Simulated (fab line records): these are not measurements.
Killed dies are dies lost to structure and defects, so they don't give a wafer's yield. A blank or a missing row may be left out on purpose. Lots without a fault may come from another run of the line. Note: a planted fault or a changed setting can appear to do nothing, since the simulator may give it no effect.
Matching of chambers	flow gf180mcu	GF_V2_CMP_04 on cmp-01: 4 sister chambers
The step polishes SiO2. 4 wafers are shown with their chamber, then 8 later ones without.

## WAFERS WITH THEIR CHAMBER
wafer	chamber	motor-current-A (A)
L599.5	0	10.9
L609.2	1	14.2
L609.6	3	13.4
L611.2	2	11.3

## WAFERS WHOSE CHAMBER IS MISSING
wafer	motor-current-A (A)
L611.5	14.3
L611.6	10.1
L614.1	10.9
L614.5	10.4
L614.6	13.7
L616.2	11.3
L616.3	10.6
L616.6	10.5

## EACH ONE'S CHAMBER
wafer	from the rows above	in truth
L611.5	1	1
L611.6	can't be placed: 0 or 2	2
L614.1	can't be placed: 0 or 2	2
L614.5	can't be placed: 0 or 2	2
L614.6	can't be placed: 3 or 1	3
L616.2	can't be placed: 2 or 0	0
L616.3	can't be placed: 0 or 2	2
L616.6	can't be placed: 0 or 2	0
Correct placement for 1 of the 8. These rows do not allow placing 7 (true chamber among the candidates in 7). 0 placed wrongly.
How it was worked out, from the rows above alone: a wafer's distance from a chamber is the root of the sum, over the readings, of the square of ((its reading less the chamber's mean) divided by the reading's scatter). The wafer belongs to the nearest chamber; if the next one is less than 2 further off, it can't be placed. A chamber's mean is the mean of its shown wafers. The scatter: with one shown wafer a chamber, the root of the mean of the squares of how far each hidden wafer lies from its nearest shown one.
